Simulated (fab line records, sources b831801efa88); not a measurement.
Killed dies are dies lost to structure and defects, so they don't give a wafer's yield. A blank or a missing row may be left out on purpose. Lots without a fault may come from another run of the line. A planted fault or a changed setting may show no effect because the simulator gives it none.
fab line records | flow sky130
record lots=7 wafers=21 last_day=49
route steps=708 shown METAL5@671 PASSIVATION@681 PAD_OPEN@694
lots that met no fault: from a run of the same line without faults
start_h: hours from the record's first day to the start of the lot's first wafer shown | wait_h: hours since the lot's step before | " the same as in the row above | L1.1+2: a row that stands for several wafers | - no value, or no start given | * or withheld: withheld | < > ~ a bound
route shown NAME@n: a module of which the file shows steps, and the number in the route of the first | usual: mean/standard deviation of fault-free wafers | same: alike in all rows | chamber/n: place in a boat | sites: the reading at each site | _std_site: their standard deviation | _edge_site: outer sites' mean less inner sites' | radius_mm: how far each site lies from the wafer's centre | mask NAME#n: copy n | behind: the tool/chamber that last shaped the wafer | hold: why the lot was held/for how many hours/how that ended | device: the transistor (n, p or np) that didn't switch | end of line: the same wafers' tests at the end of the route | a step without rows: its recipe alone | killed: dies lost to structure and defects at the first sort, not the wafer's yield | map: a wafer's dies, x killed, . not, _ none there
set.NAME: the setting as run; set.NAME@STEP: as run at that earlier step | model.NAME: the simulator's own value behind a step, which no gauge read
lots at some steps of the route; a table a step, a row a wafer
services: from which hour (start_h, from the record's first day; less than 0 if before it) a tool's chamber was out of use, for how many hours, and why
## steps
# step SKY_METAL5_SOFTBAKE_10
# recipe temp_c=90 time_s=60 resist=NOVOLAK
# step SKY_METAL5_EXPOSE_11
# recipe mask_id=MM5 na=0.6 source_shape=conventional sigma_outer=0.6 polarization=unpolarized target_cd_nm=1600 dose_mj=190
# step SKY_METAL5_PEB_12
# recipe temp_c=withheld time_s=* resist=NOVOLAK
# step SKY_METAL5_DEVELOP_13
# recipe resist=NOVOLAK developer=TMAH develop_time_s=60 dev_temp_c=23
# step SKY_METAL5_DESCUM_14
# recipe chemistry=O2 source_power_w=150 bias_power_w=0 pressure_mtorr=10 temp_c=40 time_s=11
# step SKY_METAL5_METAL_ETCH_15
# recipe target_depth_a=12600 stop_on=SiO2 over_etch_frac=0.2 time_s=252 chemistry=Cl2/BCl3 resist_sidewall_deg=86 pressure_mtorr=10 icp_w=900 bias_w=48.5 Cl2_flow_sccm=60 bcl3_flow_sccm=30
# usual drypump_motor_current_A=5.6/0.53 oes_product_au=0.894/0.0049 throttle_valve_pct=22.263/0.0085
# columns lot.wafer tool chamber start_h wait_h drypump_motor_current_A oes_product_au rf_hours_counter_h throttle_valve_pct
L877.3 rie_metal-03 1 1049.73 0.1 5.5 0.894 - 22.287
L877.4 " 0 " " 4.9 0.888 - 22.258
L877.5 " 1 " " 5.5 0.901 - 22.265
L879.1 rie_metal-04 0 1063.18 0.0 6.4 0.894 3 22.260
L879.3 " 0 " " 6.4 0.898 - 22.258
L879.5 " 1 " " 5.5 0.894 - 22.264
L880.1 rie_metal-01 1 1067.88 0.0 5.1 0.898 19 22.270
L880.2 " 0 " " 6.2 0.884 4 22.255
L880.3 " 1 " " 5.1 0.897 - 22.260
L883.4 rie_metal-04 1 1087.78 0.1 5.5 0.897 - 22.280
L883.5 " 0 " " 6.4 0.896 - 22.270
L883.6 " 1 " " 5.5 0.891 - 22.274
L884.3 rie_metal-01 0 1093.58 0.1 6.2 0.895 - 22.264
L884.5 " 1 " " 5.1 0.892 - 22.276
L884.6 " 0 " " 6.2 0.896 - 22.266
L891.1 rie_metal-03 1 1134.66 0.0 5.5 0.899 15 22.245
L891.3 " 1 " " 5.5 0.892 - 22.269
L891.6 " 1 " " 5.5 0.892 - 22.275
L894.3 rie_metal-01 1 1150.06 0.1 5.1 0.889 - 22.273
L894.4 " 0 " " 6.2 0.896 - 22.260
L894.5 " 1 " " 5.1 0.898 - 22.265
# step SKY_METAL5_STRIP_16
# recipe chemistry=O2/N2 power_w=1400 pressure_mtorr=1500 platen_temp_c=withheld o2_flow_sccm=3000 n2_flow_sccm=300 overash_fraction=0.5
# usual drypump_motor_current_A=5.6/0.41 oes_product_au=0.710/0.0043 strip_time_to_endpoint_s=13.07/0.09
# columns lot.wafer tool chamber start_h wait_h drypump_motor_current_A oes_product_au rf_hours_counter_h strip_time_to_endpoint_s
L877.3 plasma_asher-02 1 1049.92 0.1 5.7 0.712 - 13.08
L877.4 " 0 " " 5.6 0.709 - 12.99
L877.5 " 1 " " 5.7 0.708 - 13.15
L879.1 plasma_asher-03 0 1063.42 0.2 6.0 0.716 34 12.90
L879.3 " 1 " " 5.8 0.704 - 12.96
L879.5 " 0 " " 6.0 0.712 - 12.86
L880.1 plasma_asher-03 0 1068.12 0.2 6.0 0.710 34 12.97
L880.2 " 1 " " 5.8 0.709 34 12.94
L880.3 " 1 " " 5.9 0.717 - 12.98
L883.4 plasma_asher-03 0 1087.97 0.1 6.0 0.708 - 13.00
L883.5 " 0 " " 6.0 0.708 - 13.09
L883.6 " 1 " " 5.9 0.712 - 12.98
L884.3 plasma_asher-03 0 1093.77 0.1 6.0 0.704 - 12.98
L884.5 " 0 " " 6.0 0.720 - 12.99
L884.6 " 1 " " 5.8 0.712 - 13.00
L891.1 plasma_asher-01 0 1134.89 0.2 4.8 0.702 75 13.19
L891.3 " 0 " " 4.8 0.717 - 13.05
L891.6 " 0 " " 4.8 0.708 - 13.22
L894.3 plasma_asher-01 0 1150.25 0.1 4.8 0.714 - 13.12
L894.4 " 1 " " 5.4 0.719 - 13.17
L894.5 " 0 " " 4.8 0.697 - 13.17
# step SKY_METAL5_STRIP_17
# recipe chemistry=post_etch_residue_remover time_s=1200 temp_c=72.5
# step SKY_METAL5_CLEAN_18
# recipe chemistry=IPA time_s=180 temp_c=25
# step SKY_METAL5_CLEAN_19
# recipe chemistry=O3/DIW dry=n2_spin
# step SKY_PASSIVATION_CVD_00
# recipe material=SiO2 target_thk_nm=90 temp_c=400 time_s=withheld rf_w=600
# usual heater_power_w=659/110
# columns lot.wafer tool chamber start_h wait_h heater_power_w
L877.3 pecvd-01 2 1050.49 0.0 634
L877.4 " 2 " " 637
L877.5 " 1 " " 826
L879.1 pecvd-01 2 1064.05 0.0 577
L879.3 " 1 " " 838
L879.5 " 2 " " 581
L880.1 pecvd-01 0 1068.74 0.0 586
L880.2 " 2 " " 645
L880.3 " 1 " " 790
L883.4 pecvd-01 0 1088.55 0.0 490
L883.5 " 1 " " 734
L883.6 " 2 " " 542
L884.3 pecvd-01 1 1094.41 0.0 840
L884.5 " 2 " " 596
L884.6 " 1 " " 847
L891.1 pecvd-03 1 1135.48 0.0 816
L891.3 " 0 " " 511
L891.6 " 1 " " 824
L894.3 pecvd-03 1 1150.85 0.0 795
L894.4 " 2 " " 706
L894.5 " 1 " " 830
# step SKY_PASSIVATION_THK_MEAS_01
# recipe reads=SiO2_of_PASSIVATION_CVD_00
# usual PASSIVATION_CVD_00_THK=90.3/1.1
# columns lot.wafer tool chamber start_h wait_h PASSIVATION_CVD_00_THK[nm]
L877.3 film_metro-01 - 1050.53 - 88.8
L877.4 " - " " 90.1
L877.5 " - " " 89.8
L879.1 film_metro-01 - 1064.07 - 88.8
L879.3 " - " " 90.6
L879.5 " - " " 90.8
L880.1 film_metro-03 - 1068.76 - 89.9
L880.2 " - " " 89.4
L880.3 " - " " 89.2
L883.4 film_metro-01 - 1088.59 - 92.2
L883.5 " - " " 92.1
L883.6 " - " " 90.3
L884.3 film_metro-03 - 1094.45 - 88.6
L884.5 " - " " 90.8
L884.6 " - " " 90.9
L891.1 film_metro-03 - 1135.50 - 89.8
L891.3 " - " " 90.0
L891.6 " - " " 92.2
L894.3 film_metro-01 - 1150.89 - 89.0
L894.4 " - " " 90.8
L894.5 " - " " 90.3
# step SKY_PASSIVATION_CVD_02
# recipe material=Si3N4 target_thk_nm=540 temp_c=400 time_s=withheld rf_w=450
# usual heater_power_w=690/110
# columns lot.wafer tool chamber start_h wait_h heater_power_w model.Si3N4_of_PASSIVATION_CVD_02.thk_nm
L877.3 pecvd-04 2 1050.57 0.0 605 538.9
L877.4 " 1 " " 790 546.2
L877.5 " 0 " " 620 545.1
L879.1 pecvd-03 1 1064.13 0.1 797 537.2
L879.3 " 0 " " 693 540.3
L879.5 " 1 " " 848 539.2
L880.1 pecvd-03 2 1068.82 0.1 660 538.8
L880.2 " 0 " " 644 730.9
L880.3 " 1 " " 876 536.1
L883.4 pecvd-03 1 1088.74 0.1 746 542.3
L883.5 " 2 " " 701 535.9
L883.6 " 0 " " 611 744.4
L884.3 pecvd-03 1 1094.49 0.0 895 542.9
L884.5 " 1 " " 736 549
L884.6 " 0 " " 663 747.7
L891.1 pecvd-01 2 1135.56 0.1 574 523.7
L891.3 " 1 " " 869 527
L891.6 " 0 " " 647 539.6
L894.3 pecvd-01 0 1150.93 0.0 558 536.1
L894.4 " 1 " " 873 540.2
L894.5 " 0 " " 590 539.5
# step SKY_PASSIVATION_THK_MEAS_03
# recipe reads=Si3N4_of_PASSIVATION_CVD_02
# usual PASSIVATION_CVD_02_THK=539/6.9
# columns lot.wafer tool chamber start_h wait_h PASSIVATION_CVD_02_THK[nm]
L877.3 film_metro-03 - 1050.81 - 539
L877.4 " - " " 547
L877.5 " - " " 545
L879.1 film_metro-01 - 1064.35 - 537
L879.3 " - " " 540
L879.5 " - " " 539
L880.1 film_metro-02 - 1069.05 - 539
L880.2 " - " " 731
L880.3 " - " " 536
L883.4 film_metro-02 - 1088.88 - 542
L883.5 " - " " 537
L883.6 " - " " 744
L884.3 film_metro-02 - 1094.73 - 543
L884.5 " - " " 549
L884.6 " - " " 748
L891.1 film_metro-02 - 1135.79 - 524
L891.3 " - " " 527
L891.6 " - " " 540
L894.3 film_metro-02 - 1151.18 - 536
L894.4 " - " " 540
L894.5 " - " " 540
# step SKY_PASSIVATION_DEHYDRATE_04
# recipe temp_c=200 time_s=60
# step SKY_PASSIVATION_HMDS_05
# recipe prime_time_s=60 prime_temp_c=120
# step SKY_PASSIVATION_COAT_06
# recipe spin_rpm=2000 resist_thk_nm=3000
# step SKY_PASSIVATION_SOFTBAKE_07
# recipe temp_c=110 time_s=withheld
# step SKY_PASSIVATION_EXPOSE_08
# recipe mask_id=NSM target_cd_nm=3000 na=0.57 dose_mj=260
# step SKY_PASSIVATION_PEB_09
# recipe temp_c=115 time_s=withheld
# step SKY_PASSIVATION_DEVELOP_10
# recipe develop_time_s=60 dev_temp_c=23
# step SKY_PASSIVATION_ETCH_11
# recipe chemistry=CF4/O2 target_depth_nm=725 stop_on=AlCu source_w=800 bias_w=150 pressure_mtorr=150 cf4_flow_sccm=80 O2_flow_sccm=10 time_s=161.1
# usual drypump_motor_current_A=6.0/0.39 oes_product_au=0.977/0.0071 throttle_valve_pct=5.964/0.0087
# columns lot.wafer tool chamber start_h wait_h drypump_motor_current_A oes_product_au rf_hours_counter_h throttle_valve_pct model.PASSIVATION.feature_depth_nm model.etch.depth_nm
L877.3 rie_diel-01 3 1071.95 - 6.1 0.981 4 5.961 702.6 702.6
L877.4 " 1 " " 5.8 0.981 22 5.977 711.4 711.4
L877.5 " 0 " " 5.7 0.985 - 5.957 709.5 709.5
L879.1 rie_diel-04 2 1084.50 - 5.4 0.977 13 5.951 701.3 701.3
L879.3 " 3 " " 5.9 0.974 6 5.969 706.3 706.3
L879.5 " 2 " " 5.4 0.987 - 5.972 705.7 705.7
L880.1 rie_diel-02 2 1090.32 - 5.4 0.977 18 5.963 703.9 703.9
L880.2 " 0 " " 6.4 0.994 26 5.977 721.6 721.6
L880.3 " 1 " " 6.0 0.969 21 5.962 699.9 699.9
L883.4 rie_diel-04 1 1108.27 - 6.6 0.981 - 5.973 709.4 709.4
L883.5 " 3 " " 6.0 0.983 - 5.970 702.6 702.6
L883.6 " 2 " " 5.4 0.996 - 5.974 726.7 726.7
L884.3 rie_diel-02 2 1114.77 - 5.4 0.979 19 5.962 705.2 705.2
L884.5 " 3 " " 6.4 0.986 - 5.970 713 713
L884.6 " 0 " " 6.4 0.988 - 5.941 721.8 721.8
L891.1 rie_diel-04 3 1153.62 - 5.9 0.970 8 5.958 687.2 687.2
L891.3 " 2 " " 5.5 0.963 16 5.940 690.8 690.8
L891.6 " 0 " " 6.4 0.981 - 5.967 705.4 705.4
L894.3 rie_diel-01 0 1168.22 - 5.7 0.973 25 5.966 698.5 698.5
L894.4 " 3 " " 6.1 0.979 8 5.958 704.4 704.4
L894.5 " 1 " " 5.8 0.969 - 5.960 703.3 703.3
# step SKY_PASSIVATION_STRIP_12
# recipe chemistry=O2/N2 power_w=1400 pressure_mtorr=1500 platen_temp_c=withheld overash_fraction=0.7 o2_flow_sccm=3000 n2_flow_sccm=300
# usual drypump_motor_current_A=5.3/0.34 oes_product_au=0.660/0.0048 strip_time_to_endpoint_s=31.58/0.11
# columns lot.wafer tool chamber start_h wait_h drypump_motor_current_A oes_product_au rf_hours_counter_h strip_time_to_endpoint_s
L877.3 plasma_asher-04 0 1072.09 0.1 5.1 0.660 - 31.47
L877.4 " 1 " " 5.2 0.656 - 31.50
L877.5 " 1 " " 5.2 0.662 - 31.45
L879.1 plasma_asher-01 1 1084.61 0.1 5.4 0.657 70 31.37
L879.3 " 1 " " 5.4 0.660 - 31.26
L879.5 " 0 " " 4.8 0.659 - 31.28
L880.1 plasma_asher-01 0 1090.43 0.1 4.8 0.653 70 31.72
L880.2 " 1 " " 5.4 0.654 70 31.61
L880.3 " 1 " " 5.4 0.670 - 31.51
L883.4 plasma_asher-03 0 1108.36 0.0 6.0 0.666 - 31.67
L883.5 " 0 " " 6.0 0.650 - 31.63
L883.6 " 1 " " 5.9 0.652 - 31.65
L884.3 plasma_asher-04 0 1114.91 0.1 5.1 0.669 - 31.51
L884.5 " 1 " " 5.3 0.656 - 31.54
L884.6 " 0 " " 5.1 0.668 - 31.53
L891.1 plasma_asher-01 0 1153.73 0.1 4.8 0.660 76 31.70
L891.3 " 1 " " 5.5 0.658 - 31.58
L891.6 " 1 " " 5.5 0.662 - 31.65
L894.3 plasma_asher-01 0 1168.36 0.1 4.8 0.666 - 31.51
L894.4 " 1 " " 5.4 0.660 - 31.54
L894.5 " 0 " " 4.8 0.663 - 31.52
# step SKY_PAD_OPEN_DEHYDRATE_00
# recipe temp_c=200 time_s=60
# step SKY_PAD_OPEN_HMDS_01
# recipe prime_time_s=60 prime_temp_c=120
# step SKY_PAD_OPEN_COAT_02
# recipe spin_rpm=2000 resist_thk_nm=3000
# step SKY_PAD_OPEN_SOFTBAKE_03
# recipe temp_c=110 time_s=withheld
# step SKY_PAD_OPEN_EXPOSE_04
# recipe mask_id=PDM target_cd_nm=60000 na=0.57 dose_mj=260
# step SKY_PAD_OPEN_PEB_05
# recipe temp_c=115 time_s=withheld
# step SKY_PAD_OPEN_DEVELOP_06
# recipe develop_time_s=60 dev_temp_c=23
# step SKY_PAD_OPEN_ETCH_07
# recipe chemistry=CF4/O2 target_depth_nm=725 stop_on=AlCu source_w=800 bias_w=150 pressure_mtorr=150 cf4_flow_sccm=80 O2_flow_sccm=10 time_s=161.1
# usual drypump_motor_current_A=5.9/0.37 oes_product_au=0.978/0.0073 throttle_valve_pct=5.965/0.0085
# columns lot.wafer tool chamber start_h wait_h drypump_motor_current_A oes_product_au rf_hours_counter_h throttle_valve_pct model.PAD_OPEN.feature_depth_nm model.etch.depth_nm
L877.3 rie_diel-01 1 1093.02 - 5.8 0.976 23 5.968 702.6 702.6
L877.4 " 3 " " 6.1 0.982 5 5.967 711.4 711.4
L877.5 " 2 " " 5.7 0.981 - 5.968 709.5 709.5
L879.1 rie_diel-03 1 1104.90 - 5.4 0.979 15 5.984 701.3 701.3
L879.3 " 3 " " 5.9 0.984 22 5.978 706.3 706.3
L879.5 " 0 " " 6.2 0.989 - 5.950 705.7 705.7
L880.1 rie_diel-02 3 1111.02 - 6.4 0.975 21 5.968 703.9 703.9
L880.2 " 0 " " 6.4 0.986 27 5.968 715.3 715.3
L880.3 " 2 " " 5.4 0.975 19 5.973 699.9 699.9
L883.4 rie_diel-03 1 1127.35 - 5.4 0.985 - 5.967 709.4 709.4
L883.5 " 3 " " 5.9 0.975 - 5.967 702.6 702.6
L883.6 " 0 " " 6.2 1.002 - 5.970 728.4 728.4
L884.3 rie_diel-01 1 1134.40 - 5.8 0.978 24 5.976 705.2 705.2
L884.5 " 2 " " 5.7 0.985 - 5.963 713 713
L884.6 " 3 " " 6.1 0.991 - 5.959 725.5 725.5
L891.1 rie_diel-01 0 1170.57 - 5.7 0.963 26 5.966 687.2 687.2
L891.3 " 3 " " 6.1 0.969 8 5.975 690.8 690.8
L891.6 " 3 " " 6.1 0.980 - 5.970 705.4 705.4
L894.3 rie_diel-03 1 1184.22 - 5.4 0.983 19 5.976 698.5 698.5
L894.4 " 0 " " 6.1 0.979 28 5.965 704.4 704.4
L894.5 " 2 " " 5.1 0.984 - 5.968 703.3 703.3
# step SKY_PAD_OPEN_STRIP_08
# recipe chemistry=O2/N2 power_w=1400 pressure_mtorr=1500 platen_temp_c=withheld overash_fraction=0.7 o2_flow_sccm=3000 n2_flow_sccm=300
# usual drypump_motor_current_A=5.43/0.29 oes_product_au=0.664/0.0048 strip_time_to_endpoint_s=37.07/0.12
# columns lot.wafer tool chamber start_h wait_h drypump_motor_current_A oes_product_au rf_hours_counter_h strip_time_to_endpoint_s
L877.3 plasma_asher-02 0 1093.16 0.1 5.56 0.669 - 37.02
L877.4 " 1 " " 5.73 0.659 - 37.00
L877.5 " 1 " " 5.75 0.666 - 37.08
L879.1 plasma_asher-04 0 1105.01 0.1 5.13 0.659 4 37.25
L879.3 " 0 " " 5.14 0.669 - 37.18
L879.5 " 0 " " 5.13 0.657 - 37.23
L880.1 plasma_asher-02 1 1111.13 0.1 5.73 0.660 98 36.98
L880.2 " 0 " " 5.56 0.663 98 36.88
L880.3 " 1 " " 5.74 0.657 - 36.94
L883.4 plasma_asher-02 0 1127.44 0.0 5.56 0.653 - 37.18
L883.5 " 1 " " 5.75 0.660 - 37.06
L883.6 " 0 " " 5.56 0.670 - 37.13
L884.3 plasma_asher-02 0 1134.54 0.1 5.54 0.665 - 37.08
L884.5 " 0 " " 5.55 0.660 - 36.99
L884.6 " 1 " " 5.74 0.665 - 37.09
L891.1 plasma_asher-01 1 1170.68 0.1 5.41 0.662 78 36.96
L891.3 " 0 " " 4.82 0.661 - 37.00
L891.6 " 1 " " 5.42 0.661 - 36.88
L894.3 plasma_asher-02 0 1184.36 0.1 5.54 0.672 - 36.96
L894.4 " 1 " " 5.75 0.665 - 37.14
L894.5 " 0 " " 5.55 0.668 - 37.07
# step SKY_PAD_OPEN_STRIP_09
# recipe chemistry=post_etch_residue_remover time_s=1200 temp_c=72.5
# columns lot.wafer tool chamber start_h wait_h model.Si3N4_of_PASSIVATION_CVD_02.thk_nm
L877.3 wet_bench-01 0 1093.23 0.0 538.5
L877.4 " 0 " " 545.8
L877.5 " 0 " " 544.7
L879.1 wet_bench-03 1 1105.11 0.1 536.8
L879.3 " 1 " " 539.9
L879.5 " 1 " " 538.9
L880.1 wet_bench-03 3 1111.23 0.1 538.5
L880.2 " 3 " " 730.5
L880.3 " 3 " " 535.8
L883.4 wet_bench-04 3 1127.51 0.0 542
L883.5 " 3 " " 535.6
L883.6 " 3 " " 744
L884.3 wet_bench-03 0 1134.61 0.0 542.6
L884.5 " 0 " " 548.6
L884.6 " 0 " " 747.4
L891.1 wet_bench-04 1 1170.78 0.1 523.4
L891.3 " 1 " " 526.6
L891.6 " 1 " " 539.2
L894.3 wet_bench-01 2 1184.42 0.0 535.7
L894.4 " 2 " " 539.8
L894.5 " 2 " " 539.2
# step SKY_PAD_OPEN_CLEAN_10
# recipe chemistry=IPA time_s=180 temp_c=25
# step SKY_PAD_OPEN_PROBE_99
# usual defect_limited_yield=82.4/2 killed_at_M0_to_M3=44/6.8 killed_at_M4_up=3.4/2 killed_at_contacts=24/5.2 killed_at_front_end=15/5.2 killed_at_other=0.2/0.46 killed_dies=87/9.8 killed_open=47/7.5 killed_short=39/6.8 sort_bin_3_pad_short=0.8/0.37 sort_bin_5_function=10.5/1.5 sort_bin_6_memory=6.3/1.2 sort_n_pass=405/9.8 sort_yield_pct=82.4/2
# same gross_dies=492 killed_at_back_side=0 sort_bin_4_leakage[%]=0 sort_bin_8_speed[%]=0
# columns lot.wafer tool chamber start_h wait_h defect_limited_yield[%] killed_at_M0_to_M3 killed_at_M4_up killed_at_contacts killed_at_front_end killed_at_other killed_dies killed_open killed_short sort_bin_3_pad_short[%] sort_bin_5_function[%] sort_bin_6_memory[%] sort_n_pass sort_yield_pct[%]
L877.3 prober-01 - 1095.48 0.2 81.7 53 4 22 9 2 90 48 42 0.6 11.4 6.3 402 81.7
L877.4 prober-01 - 1095.53 0.2 83.3 35 3 33 11 0 82 51 31 0.6 9.3 6.7 410 83.3
L877.5 prober-01 - 1095.58 0.2 81.1 44 5 32 12 0 93 50 43 1.6 11.0 6.3 399 81.1
L883.4 prober-01 - 1129.83 0.2 84.8 38 2 26 9 0 75 41 34 2.0 10.0 3.3 417 84.8
L883.5 prober-01 - 1129.88 0.2 83.5 43 3 20 15 0 81 41 40 0.8 10.2 5.5 411 83.5
L883.6 prober-01 - 1129.93 0.2 80.3 44 6 19 28 0 97 59 38 1.0 10.0 8.7 395 80.3
L884.3 prober-02 - 1136.86 0.2 83.9 37 4 19 19 0 79 39 40 0.6 9.3 6.1 413 83.9
L884.5 prober-02 - 1136.96 0.2 83.7 37 1 22 20 0 80 47 33 0.6 9.8 5.9 412 83.7
L884.6 prober-02 - 1137.01 0.2 84.6 29 3 23 20 1 76 36 40 0.8 8.5 6.1 416 84.6
L891.1 prober-01 - 1172.92 0.1 84.8 48 2 17 8 0 75 38 37 1.0 8.5 5.7 417 84.8
L891.3 prober-01 - 1173.02 0.2 85.6 31 2 24 14 0 71 41 30 0.8 7.1 6.5 421 85.6
L891.6 prober-01 - 1173.17 0.2 82.3 48 2 20 17 0 87 52 35 0.4 11.6 5.7 405 82.3
L894.3 prober-02 - 1186.67 0.2 81.7 48 4 25 12 1 90 42 48 0.6 11.0 6.7 402 81.7
L894.4 prober-02 - 1186.72 0.2 85.0 42 5 17 10 0 74 31 43 0.8 8.5 5.7 418 85.0
L894.5 prober-02 - 1186.77 0.2 81.1 45 2 26 20 0 93 58 35 1.2 11.2 6.5 399 81.1
# killed by level:class
L877.3 VIA2:geometric_particle:open=12 VIA1:geometric_particle:open=10 CONTACT:geometric_particle:open=8 METAL2:geometric_particle:short=7 LI_CONTACT:geometric_particle:open=6 VIA1:geometric_particle:short=6 VIA3:geometric_particle:open=5 METAL3:geometric_particle:short=5
L877.4 CONTACT:geometric_particle:open=13 VIA1:geometric_particle:open=10 CONTACT:geometric_particle:short=8 METAL2:geometric_particle:short=6 LI_CONTACT:geometric_particle:open=6 FIELD_ISO:geometric_particle:open=4 FIELD_ISO:geometric_particle:short=4 VIA2:geometric_particle:open=4
L877.5 CONTACT:geometric_particle:open=13 LI_CONTACT:geometric_particle:open=10 VIA1:geometric_particle:open=8 METAL2:geometric_particle:short=7 VIA2:geometric_particle:open=6 CONTACT:geometric_particle:short=5 METAL1:geometric_particle:short=5 FIELD_ISO:geometric_particle:short=4
L883.4 CONTACT:geometric_particle:open=10 VIA1:geometric_particle:open=8 VIA3:geometric_particle:open=6 LI_CONTACT:geometric_particle:short=5 METAL1:geometric_particle:short=4 METAL2:geometric_particle:short=4 VIA2:geometric_particle:open=4 CONTACT:geometric_particle:short=3
L883.5 VIA1:geometric_particle:open=7 CONTACT:geometric_particle:open=7 VIA3:geometric_particle:open=7 VIA2:geometric_particle:open=6 VIA2:geometric_particle:short=6 POLY_GATE:geometric_particle:short=4 LI_CONTACT:geometric_particle:short=4 LOCAL_INTERCONNECT:geometric_particle:short=4
L883.6 CONTACT:geometric_particle:open=10 VIA1:geometric_particle:open=9 VIA2:geometric_particle:open=9 POLY_GATE:geometric_particle:open=8 VIA3:geometric_particle:open=8 FIELD_ISO:geometric_particle:open=7 FIELD_ISO:geometric_particle:short=5 METAL4:geometric_particle:short=5
L884.3 VIA1:geometric_particle:open=10 FIELD_ISO:geometric_particle:open=6 LI_CONTACT:geometric_particle:open=5 CONTACT:geometric_particle:open=5 METAL2:geometric_particle:short=5 VIA3:geometric_particle:open=5 LOCAL_INTERCONNECT:geometric_particle:short=4 FIELD_ISO:geometric_particle:short=3
L884.5 VIA1:geometric_particle:open=13 CONTACT:geometric_particle:open=10 FIELD_ISO:geometric_particle:short=6 FIELD_ISO:geometric_particle:open=5 LI_CONTACT:geometric_particle:open=5 VIA1:geometric_particle:short=5 LOCAL_INTERCONNECT:geometric_particle:short=4 METAL1:geometric_particle:short=4
L884.6 VIA3:geometric_particle:open=7 CONTACT:geometric_particle:open=7 POLY_GATE:geometric_particle:open=6 POLY_GATE:geometric_particle:short=5 LI_CONTACT:geometric_particle:short=5 VIA1:geometric_particle:short=5 VIA1:geometric_particle:open=5 LI_CONTACT:geometric_particle:open=4
L891.1 VIA1:geometric_particle:open=10 VIA1:geometric_particle:short=7 VIA2:geometric_particle:short=7 LI_CONTACT:geometric_particle:open=5 LOCAL_INTERCONNECT:geometric_particle:short=5 METAL1:geometric_particle:short=5 CONTACT:geometric_particle:open=4 VIA2:geometric_particle:open=4
L891.3 LI_CONTACT:geometric_particle:open=10 CONTACT:geometric_particle:open=8 VIA1:geometric_particle:open=7 METAL3:geometric_particle:short=6 VIA2:geometric_particle:open=4 FIELD_ISO:geometric_particle:open=3 SONOS_ONO:geometric_particle:short=3 POLY_GATE:geometric_particle:open=3
L891.6 VIA1:geometric_particle:open=10 VIA3:geometric_particle:open=9 CONTACT:geometric_particle:open=8 FIELD_ISO:geometric_particle:open=6 FIELD_ISO:geometric_particle:short=6 LI_CONTACT:geometric_particle:open=5 VIA2:geometric_particle:open=5 METAL2:geometric_particle:short=5
L894.3 VIA1:geometric_particle:open=11 VIA1:geometric_particle:short=10 CONTACT:geometric_particle:open=6 LI_CONTACT:geometric_particle:open=5 VIA2:geometric_particle:open=5 LOCAL_INTERCONNECT:geometric_particle:short=5 CONTACT:geometric_particle:short=5 METAL1:geometric_particle:short=4
L894.4 METAL1:geometric_particle:short=11 VIA1:geometric_particle:open=10 CONTACT:geometric_particle:open=5 VIA1:geometric_particle:short=5 VIA3:geometric_particle:short=5 FIELD_ISO:geometric_particle:short=4 LI_CONTACT:geometric_particle:open=4 METAL2:geometric_particle:short=4
L894.5 VIA1:geometric_particle:open=17 LI_CONTACT:geometric_particle:open=9 FIELD_ISO:geometric_particle:open=8 CONTACT:geometric_particle:open=8 METAL1:geometric_particle:short=7 FIELD_ISO:geometric_particle:short=5 VIA2:geometric_particle:open=5 POLY_GATE:geometric_particle:short=4
## services
# columns tool chamber start_h hours kind
pecvd-04 - 1031.93 2.8 pm
rie_diel-01 1 1039.92 1.5 repair
plasma_asher-01 - 1048.08 2.8 pm
plasma_asher-04 - 1055.25 9.0 pm
rie_diel-04 - 1058.04 2.6 repair
pecvd-03 - 1071.42 2.8 pm
pecvd-01 - 1075.79 1.5 repair
rie_diel-04 3 1094.49 5.6 repair
rie_diel-02 1 1096.57 46.1 repair
rie_metal-03 - 1096.68 0.3 repair
rie_diel-01 - 1097.53 0.6 repair
rie_diel-04 2 1098.89 5.2 repair
rie_diel-04 0 1103.21 13.4 repair
rie_diel-03 2 1106.12 21.3 repair
pecvd-01 - 1112.04 2.8 pm
pecvd-03 1 1119.25 5.5 scheduled_down
plasma_asher-04 - 1126.10 3.5 repair
rie_diel-02 2 1161.34 1.4 repair
rie_metal-04 0 1170.43 2.5 repair
rie_diel-03 - 1172.00 0.5 repair
rie_metal-01 0 1179.01 4.7 repair
rie_diel-04 - 1179.26 0.5 repair
pecvd-03 0 1180.62 - clean
pecvd-03 0 1180.62 - consumable_replace:showerhead
## key
first_sign step=SKY_PASSIVATION_THK_MEAS_03 reading=PASSIVATION_CVD_02_THK direction=up sigmas=29 usual=539 struck=741
effect none on later readings
model_effect step=SKY_PASSIVATION_CVD_02 value=Si3N4_of_PASSIVATION_CVD_02.thk_nm without=544.2 struck=741
model_effect step=SKY_PASSIVATION_ETCH_11 value=PASSIVATION.feature_depth_nm without=708.9 struck=723.4
model_effect step=SKY_PAD_OPEN_ETCH_07 value=PAD_OPEN.feature_depth_nm without=708.9 struck=723.1
model_effect step=SKY_PAD_OPEN_STRIP_09 value=Si3N4_of_PASSIVATION_CVD_02.thk_nm without=543.8 struck=740.6
met_at SKY_PASSIVATION_CVD_02
struck_wafers L880.2,L883.6,L884.6
onset_between 1064.13 1068.82
fault kind=process_parameter_drift tool=pecvd-03 chamber=0 onset_h=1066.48 steps=SKY_PASSIVATION_CVD_02 channel=target_thk_nm offset=196.3 shape=step end_h=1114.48 acts_in=these_recipes_only stated=540
